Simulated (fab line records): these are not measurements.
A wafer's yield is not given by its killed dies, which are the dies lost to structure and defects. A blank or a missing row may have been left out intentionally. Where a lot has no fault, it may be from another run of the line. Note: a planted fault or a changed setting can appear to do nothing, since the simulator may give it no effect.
Struck lot and sound lot, side by side / flow sky130 / 15 steps out of a route of 708
Sound: the wafers L316.2, L316.3, L316.4. The struck wafers were L322.1, L322.3, L322.5. At the end, the cause is stated.
At each step with rows: each side's tool, then ch and its chambers, then its first start. Under that, the readings that differ: sound wafers / struck wafers / difference of the means / sigmas: that difference in standard deviations of wafers without a fault.
alike: words and numbers the same on both sides, and readings whose means are apart by under 2 such deviations; not compared: readings that were withheld, readings missing a value for some wafer, numbers with overlapping values and no deviation given by the record, and bounds like >300 which may hide the same value.
The two part at a step that has a row with sigmas, a row that says differs or no value, or rows on one side only. When numbers do not overlap yet have no deviation, they are printed without sigmas and do not part them. A reading missing from all wafers of one side parts the sides only when that side holds two or more wafers.

SKY_VIA2_CMP_02: polishes SiO2.
  sound on cmp-01 ch 0,1,2, day 36 23:53; struck on cmp-02 ch 1,3, day 38 14:17
  alike: motor current A, retaining ring pressure frac
SKY_VIA2_BOW_MEAS_03:
  sound on film metro-02, day 37 00:13; struck on film metro-03, day 38 14:32
  alike: VIA2_BOW
then, 8 steps without rows for these wafers: SKY_VIA2_DEHYDRATE_04 (time 60 s); SKY_VIA2_HMDS_05 (prime time 60 s); SKY_VIA2_COAT_06 (resist thk 60 nm); SKY_VIA2_COAT_07 (resist thk 450 nm); SKY_VIA2_SOFTBAKE_08 (time 90 s); SKY_VIA2_EXPOSE_09 (exposes mask VIM2, target cd 200 nm); SKY_VIA2_PEB_10; SKY_VIA2_DEVELOP_11 (develop time 60 s).
SKY_VIA2_CD_MEAS_12: target cd 200 nm.
  sound on cd sem-01, day 38 02:02; struck on cd sem-01, day 39 16:30
  alike: cd nm
SKY_VIA2_OVL_MEAS_13:
  sound on overlay-01, day 38 02:09; struck on overlay-01, day 39 16:37
  alike: VIA2_OVL
SKY_VIA2_ETCH_14: etches BARC in N2/H2, stops on SiO2, time 45.9 s, target depth 60 nm.
  sound on rie diel-03 ch 1,2,3, day 38 02:11; struck on rie diel-02 ch 0,2,3, day 39 16:39
reading=bias w (W); sound=99.4 100.6 100.2; struck=103.4 104.1 104.0; difference=+3.8; sigmas=+12
  alike: drypump motor current A, oes product au, throttle valve pct
  not compared: rf hours counter h
SKY_VIA2_ETCH_15: etches SiO2 in C4F8/O2/Ar, stops on TiN, target depth 546 nm, time 84 s.
  sound on rie diel-03 ch 1,2,3, day 38 02:13; struck on rie diel-02 ch 0,2,3, day 39 16:42
  alike: bias w, oes product au
  not compared: rf hours counter h
-- the record jumps here: 9 days lie between the struck wafers' starts before and after (it left off in module VIA2 and takes up again in module PAD_OPEN, whose first step shown is number 708 of the route) --
SKY_PAD_OPEN_PROBE_99:
  sound on prober-02, day 47 15:30; struck on prober-02, day 48 18:31
  alike: defect limited yield, killed_at_M0_to_M3, killed_at_M4_up, killed at contacts, killed at front end, killed at other, killed dies, killed open, killed short, sort_bin_3_pad_short, sort_bin_5_function, sort_bin_6_memory, sort n pass, sort yield pct

## WHERE THEY PART
Within this record, at SKY_VIA2_ETCH_14 only. Later steps at which nothing parts them and some readings are alike: SKY_VIA2_ETCH_15, SKY_PAD_OPEN_PROBE_99.

WHY: whatever the simulator had introduced
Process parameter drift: rie diel-02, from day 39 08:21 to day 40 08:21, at SKY_VIA2_ETCH_14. A move of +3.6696 in setting bias w, from 100. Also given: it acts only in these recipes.
